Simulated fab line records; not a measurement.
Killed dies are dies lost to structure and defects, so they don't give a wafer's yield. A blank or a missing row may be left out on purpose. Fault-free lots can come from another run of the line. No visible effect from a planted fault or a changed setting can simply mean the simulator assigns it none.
fab line records | flow sfq-line
[record] lots = 14 | wafers = 42 | last-day = 83
route steps=325 shown M3@131 I3@135 JJ@194 M5@207
lots with no fault: from the same line, run without faults
start-h: hours from the record's first day to the start of the lot's first wafer shown | wait-h: hours from the lot's prior step to this one | " as in the row above | L1.1+2: a row that stands for several wafers | - either no value or no given start | * or withheld: withheld | < > ~ a bound
route shown NAME@n: a module of which the file shows steps, and the number in the route of the first | usual: mean and standard deviation over wafers with no fault | same: alike in all rows | chamber/n: place in a boat | sites: each site's reading | _std_site: standard deviation of those values | _edge_site: outer sites' mean less inner sites' | radius-mm: how far each site lies from the wafer's centre | mask NAME#n: copy n | behind: the tool/chamber that last shaped the wafer | hold: reason for holding the lot/hours on hold/outcome of the hold | device: the n, p or np transistor that did not switch | end of line: at the end of the route, the tests of the same wafers | where a step has no rows: the recipe by itself | killed: dies lost to structure and defects at the first sort, not the wafer's yield | map: a wafer's dies, x killed, . not, _ none there
set.NAME: the setting as run; set.NAME@STEP: as run at that earlier step | model.NAME: the simulator's own value behind a step, which no gauge read
one table for each step of the route and one row for each wafer, over a sample of lots
services: a tool's chamber out of use, with start hour (start-h, from the record's first day; less than 0 if before it), hours out, and reason
[[steps]]
[step SFQ_TRILAYER_M3_STRIP_STRIP_079]
[recipe] gas = O2 | power-w = 200 | platen-temp-c = 40 | overash-fraction = 0.65 | chemistry = O2 | pressure-mtorr = 50
[usual] drypump-motor-current-A = 5.7/0.5 | oes-product-au = 0.997/0.008
lot.wafer | tool         | chamber | start-h | wait-h | drypump-motor-current-A | oes-product-au | rf-hours-counter-h
L386.2    | rie-metal-03 | 0       | 647.77  | 0.1    | 6.0                     | 1.005          | 75
L386.5    | "            | 1       | "       | "      | 5.0                     | 1.005          | -
L386.6    | "            | 0       | "       | "      | 5.9                     | 1.015          | -
L387.2    | rie-metal-01 | 0       | 665.89  | 0.1    | 5.3                     | 1.005          | 116
L387.5    | "            | 1       | "       | "      | 5.7                     | 1.006          | -
L387.6    | "            | 0       | "       | "      | 5.3                     | 1.008          | -
L388.1    | rie-metal-01 | 0       | 670.69  | 0.1    | 5.3                     | 1.002          | 117
L388.4    | "            | 1       | "       | "      | 5.7                     | 1.011          | -
L388.5    | "            | 0       | "       | "      | 5.3                     | 0.998          | -
L389.1    | rie-metal-02 | 0       | 673.09  | 0.1    | 6.6                     | 0.985          | 12
L389.2    | "            | 1       | "       | "      | 5.9                     | 0.988          | 62
L389.3    | "            | 0       | "       | "      | 6.6                     | 0.989          | -
L390.1    | rie-metal-03 | 1       | 674.47  | 0.1    | 5.0                     | 0.993          | 12
L390.4    | "            | 1       | "       | "      | 5.0                     | 1.002          | -
L390.6    | "            | 1       | "       | "      | 5.0                     | 0.996          | -
L392.1    | rie-metal-03 | 1       | 766.58  | 0.1    | 5.0                     | 0.995          | 27
L392.3    | "            | 1       | "       | "      | 5.0                     | 1.002          | -
L392.6    | "            | 1       | "       | "      | 5.0                     | 1.002          | -
L394.1    | rie-metal-02 | 0       | 779.73  | 0.1    | 6.6                     | 0.994          | 28
L394.4    | "            | 0       | "       | "      | 6.6                     | 0.994          | -
L394.6    | "            | 1       | "       | "      | 6.0                     | 0.985          | -
L396.1    | rie-metal-02 | 0       | 799.67  | 0.1    | 6.6                     | 0.993          | 31
L396.3    | "            | 1       | "       | "      | 5.9                     | 0.998          | -
L396.5    | "            | 1       | "       | "      | 6.0                     | 1.004          | -
L397.2    | rie-metal-03 | 0       | 810.59  | 0.1    | 6.0                     | 1.005          | 101
L397.3    | "            | 1       | "       | "      | 5.0                     | 1.001          | -
L397.6    | "            | 0       | "       | "      | 6.0                     | 0.993          | -
L398.1    | rie-metal-02 | 1       | 819.05  | 0.1    | 5.9                     | 0.992          | 82
L398.3    | "            | 0       | "       | "      | 6.6                     | 0.983          | -
L398.6    | "            | 0       | "       | "      | 6.6                     | 0.990          | -
L399.1    | rie-metal-03 | 0       | 830.99  | 0.1    | 5.9                     | 1.001          | 105
L399.5    | "            | 1       | "       | "      | 5.0                     | 0.998          | -
L399.6    | "            | 0       | "       | "      | 6.0                     | 1.005          | -
L407.3    | rie-metal-01 | 0       | 883.04  | 0.2    | 5.3                     | 1.009          | -
L407.4    | "            | 1       | "       | "      | 5.7                     | 0.999          | -
L407.5    | "            | 1       | "       | "      | 5.7                     | 1.009          | -
L408.1    | rie-metal-01 | 1       | 886.44  | 0.1    | 5.7                     | 0.992          | 124
L408.2    | "            | 0       | "       | "      | 5.3                     | 0.998          | 151
L408.6    | "            | 0       | "       | "      | 5.3                     | 0.993          | -
L409.4    | rie-metal-01 | 1       | 890.24  | 0.2    | 5.7                     | 0.999          | -
L409.5    | "            | 0       | "       | "      | 5.3                     | 0.998          | -
L409.6    | "            | 1       | "       | "      | 5.6                     | 0.981          | -
[step SFQ_I3_BOW_MEAS_922]
[recipe] mode = bow
[usual] I3_BOW = 2/8.3
lot.wafer | tool          | chamber | start-h | wait-h | I3_BOW[um]
L386.2    | film-metro-04 | -       | 654.05  | 1.5    | -7
L386.5    | "             | -       | "       | "      | 5
L386.6    | "             | -       | "       | "      | 0
L387.2    | film-metro-04 | -       | 672.20  | 1.0    | 5
L387.5    | "             | -       | "       | "      | 6
L387.6    | "             | -       | "       | "      | 2
L388.1    | film-metro-01 | -       | 678.18  | 1.5    | 0
L388.4    | "             | -       | "       | "      | -3
L388.5    | "             | -       | "       | "      | 5
L389.1    | film-metro-04 | -       | 681.11  | 2.0    | -2
L389.2    | "             | -       | "       | "      | -3
L389.3    | "             | -       | "       | "      | -13
L390.1    | film-metro-02 | -       | 684.11  | 1.0    | 2
L390.4    | "             | -       | "       | "      | 4
L390.6    | "             | -       | "       | "      | -9
L392.1    | film-metro-01 | -       | 786.11  | 2.0    | 1
L392.3    | "             | -       | "       | "      | 12
L392.6    | "             | -       | "       | "      | 5
L394.1    | film-metro-01 | -       | 803.59  | 1.0    | -3
L394.4    | "             | -       | "       | "      | -15
L394.6    | "             | -       | "       | "      | -1
L396.1    | film-metro-02 | -       | 815.59  | 2.0    | 9
L396.3    | "             | -       | "       | "      | 10
L396.5    | "             | -       | "       | "      | 7
L397.2    | film-metro-02 | -       | 822.13  | 1.5    | 0
L397.3    | "             | -       | "       | "      | -7
L397.6    | "             | -       | "       | "      | 15
L398.1    | film-metro-02 | -       | 834.21  | 2.0    | 0
L398.3    | "             | -       | "       | "      | 0
L398.6    | "             | -       | "       | "      | 10
L399.1    | film-metro-02 | -       | 843.11  | 2.5    | 6
L399.5    | "             | -       | "       | "      | 1
L399.6    | "             | -       | "       | "      | 12
L407.3    | film-metro-04 | -       | 900.64  | 2.5    | -1
L407.4    | "             | -       | "       | "      | -9
L407.5    | "             | -       | "       | "      | 5
L408.1    | film-metro-02 | -       | 903.60  | 2.0    | 14
L408.2    | "             | -       | "       | "      | 14
L408.6    | "             | -       | "       | "      | 6
L409.4    | film-metro-01 | -       | 906.66  | 2.1    | -2
L409.5    | "             | -       | "       | "      | 4
L409.6    | "             | -       | "       | "      | 8
[step SFQ_TRILAYER_JJ_CE_ETCH_RIE_118]
[recipe] target = Nb | stop-on = Al2O3 | mask-material = PR | taper-deg = 13.257 | over-etch-frac = 0.15 | time-s = 97.7 | chemistry = SF6 | target-depth-nm = 170 | icp-w = 600 | bias-w = 80 | pressure-mtorr = 10
[usual] chamber-pressure-mTorr = 10.000/0.011 | drypump-motor-current-A = 5.7/0.48 | oes-product-au = 0.986/0.0067
lot.wafer | tool         | chamber | start-h | wait-h | chamber-pressure-mTorr | drypump-motor-current-A | oes-product-au | rf-hours-counter-h
L386.2    | rie-metal-03 | 0       | 1238.54 | 0.2    | 9.999                  | 5.9                     | 0.992          | -
L386.5    | "            | 0       | "       | "      | 10.004                 | 6.0                     | 0.992          | -
L386.6    | "            | 0       | "       | "      | 9.995                  | 6.0                     | 0.980          | -
L387.2    | rie-metal-02 | 0       | 1250.81 | 0.1    | 9.992                  | 6.6                     | 0.977          | 91
L387.5    | "            | 0       | "       | "      | 9.997                  | 6.6                     | 0.989          | -
L387.6    | "            | 1       | "       | "      | 9.998                  | 5.9                     | 0.991          | -
L388.1    | rie-metal-01 | 1       | 1254.41 | 0.1    | 10.006                 | 5.7                     | 0.989          | 25
L388.4    | "            | 0       | "       | "      | 10.013                 | 5.3                     | 0.996          | -
L388.5    | "            | 0       | "       | "      | 9.987                  | 5.3                     | 1.002          | -
L389.1    | rie-metal-03 | 0       | 1258.01 | 0.1    | 9.996                  | 5.9                     | 0.981          | 16
L389.2    | "            | 1       | "       | "      | 10.015                 | 5.0                     | 0.989          | 97
L389.3    | "            | 1       | "       | "      | 10.014                 | 5.0                     | 0.984          | -
L390.1    | rie-metal-02 | 0       | 1260.41 | 0.1    | 10.015                 | 6.6                     | 0.972          | 93
L390.4    | "            | 0       | "       | "      | 10.002                 | 6.6                     | 0.977          | -
L390.6    | "            | 1       | "       | "      | 10.002                 | 6.0                     | 0.986          | -
L392.1    | rie-metal-01 | 1       | 1335.77 | 0.1    | 10.005                 | 5.6                     | 0.996          | 38
L392.3    | "            | 0       | "       | "      | 10.002                 | 5.3                     | 1.002          | -
L392.6    | "            | 1       | "       | "      | 10.021                 | 5.7                     | 0.992          | -
L394.1    | rie-metal-03 | 0       | 1358.25 | 0.1    | 9.999                  | 6.0                     | 0.990          | 33
L394.4    | "            | 0       | "       | "      | 10.008                 | 6.0                     | 0.993          | -
L394.6    | "            | 1       | "       | "      | 9.997                  | 5.0                     | 0.993          | -
L396.1    | rie-metal-03 | 1       | 1373.85 | 0.1    | 10.009                 | 5.0                     | 0.981          | 113
L396.3    | "            | 0       | "       | "      | 9.999                  | 5.9                     | 0.987          | -
L396.5    | "            | 0       | "       | "      | 9.988                  | 5.9                     | 0.984          | -
L397.2    | rie-metal-03 | 0       | 1377.61 | 0.1    | 7.984                  | 5.9                     | 0.983          | 37
L397.3    | "            | 1       | "       | "      | 10.001                 | 5.0                     | 0.979          | -
L397.6    | "            | 1       | "       | "      | 9.989                  | 5.0                     | 0.979          | -
L398.1    | rie-metal-02 | 1       | 1382.34 | 0.2    | 9.998                  | 6.0                     | 0.994          | 26
L398.3    | "            | 1       | "       | "      | 10.002                 | 5.9                     | 0.990          | -
L398.6    | "            | 1       | "       | "      | 9.989                  | 5.9                     | 0.992          | -
L399.1    | rie-metal-03 | 0       | 1384.65 | 0.1    | 7.998                  | 5.9                     | 0.977          | 38
L399.5    | "            | 0       | "       | "      | 7.979                  | 5.9                     | 0.976          | -
L399.6    | "            | 1       | "       | "      | 9.990                  | 5.0                     | 0.984          | -
L407.3    | rie-metal-03 | 0       | 1447.08 | 0.1    | 10.007                 | 6.0                     | 0.980          | -
L407.4    | "            | 1       | "       | "      | 9.999                  | 5.0                     | 0.980          | -
L407.5    | "            | 0       | "       | "      | 9.983                  | 6.0                     | 0.978          | -
L408.1    | rie-metal-01 | 0       | 1449.45 | 0.1    | 9.998                  | 5.3                     | 0.987          | 82
L408.2    | "            | 1       | "       | "      | 9.995                  | 5.7                     | 0.985          | 56
L408.6    | "            | 0       | "       | "      | 10.001                 | 5.3                     | 0.987          | -
L409.4    | rie-metal-01 | 1       | 1451.88 | 0.1    | 9.994                  | 5.7                     | 0.993          | -
L409.5    | "            | 0       | "       | "      | 10.009                 | 5.3                     | 0.982          | -
L409.6    | "            | 1       | "       | "      | 10.007                 | 5.7                     | 0.985          | -
[step SFQ_TRILAYER_M5_STRIP_STRIP_127]
[recipe] gas = O2 | power-w = 200 | platen-temp-c = 40 | overash-fraction = 0.65 | chemistry = O2 | pressure-mtorr = 50
[usual] drypump-motor-current-A = 5.9/0.51 | oes-product-au = 0.997/0.0083
lot.wafer | tool         | chamber | start-h | wait-h | drypump-motor-current-A | oes-product-au | rf-hours-counter-h
L386.2    | rie-metal-04 | 1       | 1359.61 | 0.1    | 5.3                     | 1.005          | 22
L386.5    | "            | 1       | "       | "      | 5.3                     | 1.009          | -
L386.6    | "            | 0       | "       | "      | 6.2                     | 1.003          | -
L387.2    | rie-metal-02 | 1       | 1371.61 | 0.1    | 5.9                     | 0.987          | 24
L387.5    | "            | 1       | "       | "      | 5.9                     | 0.991          | -
L387.6    | "            | 0       | "       | "      | 6.6                     | 1.001          | -
L388.1    | rie-metal-04 | 1       | 1374.01 | 0.1    | 5.3                     | 1.005          | 25
L388.4    | "            | 0       | "       | "      | 6.2                     | 0.994          | -
L388.5    | "            | 0       | "       | "      | 6.2                     | 1.004          | -
L389.1    | rie-metal-02 | 1       | 1377.61 | 0.1    | 5.9                     | 0.989          | 25
L389.2    | "            | 0       | "       | "      | 6.6                     | 0.991          | 111
L389.3    | "            | 0       | "       | "      | 6.6                     | 0.988          | -
L390.1    | rie-metal-01 | 0       | 1380.01 | 0.1    | 5.3                     | 0.991          | 75
L390.4    | "            | 1       | "       | "      | 5.7                     | 0.987          | -
L390.6    | "            | 1       | "       | "      | 5.7                     | 1.012          | -
L392.1    | rie-metal-02 | 0       | 1459.21 | 0.1    | 6.6                     | 0.995          | 120
L392.3    | "            | 0       | "       | "      | 6.6                     | 0.987          | -
L392.6    | "            | 1       | "       | "      | 6.0                     | 0.983          | -
L394.1    | rie-metal-02 | 0       | 1468.94 | 0.1    | 6.6                     | 0.994          | 121
L394.4    | "            | 0       | "       | "      | 6.6                     | 0.991          | -
L394.6    | "            | 1       | "       | "      | 6.0                     | 0.987          | -
L396.1    | rie-metal-04 | 0       | 1483.34 | 0.1    | 6.2                     | 0.997          | 30
L396.3    | "            | 0       | "       | "      | 6.2                     | 1.007          | -
L396.5    | "            | 0       | "       | "      | 6.2                     | 0.995          | -
L397.2    | rie-metal-04 | 1       | 1488.14 | 0.1    | 5.3                     | 1.009          | 44
L397.3    | "            | 1       | "       | "      | 5.3                     | 1.022          | -
L397.6    | "            | 0       | "       | "      | 6.2                     | 1.010          | -
L398.1    | rie-metal-01 | 1       | 1493.06 | 0.1    | 5.7                     | 1.002          | 62
L398.3    | "            | 1       | "       | "      | 5.7                     | 0.994          | -
L398.6    | "            | 0       | "       | "      | 5.3                     | 0.996          | -
L399.1    | rie-metal-02 | 1       | 1498.86 | 0.1    | 5.9                     | 0.977          | 47
L399.5    | "            | 1       | "       | "      | 5.9                     | 0.983          | -
L399.6    | "            | 0       | "       | "      | 6.7                     | 0.981          | -
L407.3    | rie-metal-04 | 1       | 1554.84 | 0.6    | 5.3                     | 1.000          | -
L407.4    | "            | 1       | "       | "      | 5.3                     | 1.007          | -
L407.5    | "            | 1       | "       | "      | 5.3                     | 1.012          | -
L408.1    | rie-metal-04 | 1       | 1558.99 | 0.1    | 5.3                     | 1.001          | 55
L408.2    | "            | 0       | "       | "      | 6.2                     | 0.979          | 39
L408.6    | "            | 1       | "       | "      | 5.3                     | 1.003          | -
L409.4    | rie-metal-02 | 0       | 1560.39 | 0.3    | 6.6                     | 0.991          | -
L409.5    | "            | 0       | "       | "      | 6.6                     | 1.000          | -
L409.6    | "            | 1       | "       | "      | 6.0                     | 0.983          | -
[[services]]
tool         | chamber | start-h | hours | kind
rie-metal-04 | -       | 713.63  | 0.6   | repair
rie-metal-02 | 1       | 738.27  | 6.8   | repair
rie-metal-02 | -       | 757.61  | 1.4   | repair
rie-metal-01 | 1       | 765.12  | 1.9   | repair
rie-metal-01 | -       | 782.19  | 1.7   | repair
rie-metal-03 | -       | 783.73  | 0.8   | repair
rie-metal-02 | 1       | 875.06  | 8.1   | repair
rie-metal-03 | -       | 953.10  | 2.8   | pm
rie-metal-04 | -       | 954.34  | 0.5   | repair
rie-metal-01 | 1       | 1072.21 | 14.3  | repair
rie-metal-01 | -       | 1101.60 | 1.4   | pm
rie-metal-01 | 1       | 1114.51 | 17.4  | repair
rie-metal-02 | -       | 1145.18 | 0.5   | repair
rie-metal-02 | -       | 1173.26 | 2.8   | pm
rie-metal-01 | 1       | 1228.66 | 1.9   | repair
rie-metal-03 | 1       | 1234.78 | 5.5   | repair
rie-metal-03 | 1       | 1290.82 | 12.4  | repair
rie-metal-01 | -       | 1301.64 | 2.8   | pm
rie-metal-02 | -       | 1321.17 | 1.4   | pm
rie-metal-02 | 0       | 1378.67 | 22.1  | repair
rie-metal-01 | 0       | 1393.27 | 5.6   | repair
rie-metal-01 | -       | 1425.43 | 22.6  | repair
rie-metal-01 | -       | 1459.42 | 0.2   | repair
rie-metal-02 | 1       | 1505.48 | 28.5  | repair
[[key]]
[first-sign] step = SFQ_TRILAYER_JJ_CE_ETCH_RIE_118 | reading = chamber-pressure-mTorr | direction = down | sigmas = 99+ | usual = 10.000 | struck = 7.987
effect none on later readings
met-at SFQ_TRILAYER_JJ_CE_ETCH_RIE_118
struck-lots L397,L399
struck-wafers L397.2,L399.1,L399.5
not-acting-at SFQ_TRILAYER_M3_STRIP_STRIP_079,SFQ_I3_BOW_MEAS_922,SFQ_TRILAYER_M5_STRIP_STRIP_127
onset-between 1373.85 1377.61
[fault] kind = process-parameter-drift | tool = rie-metal-03 | chamber = 0 | onset-h = 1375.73 | steps = SFQ_TRILAYER_JJ_CE_ETCH_RIE_118 | channel = pressure-mtorr | offset = -2 | shape = step | end-h = 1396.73 | acts-in = these-recipes-only | stated = 10
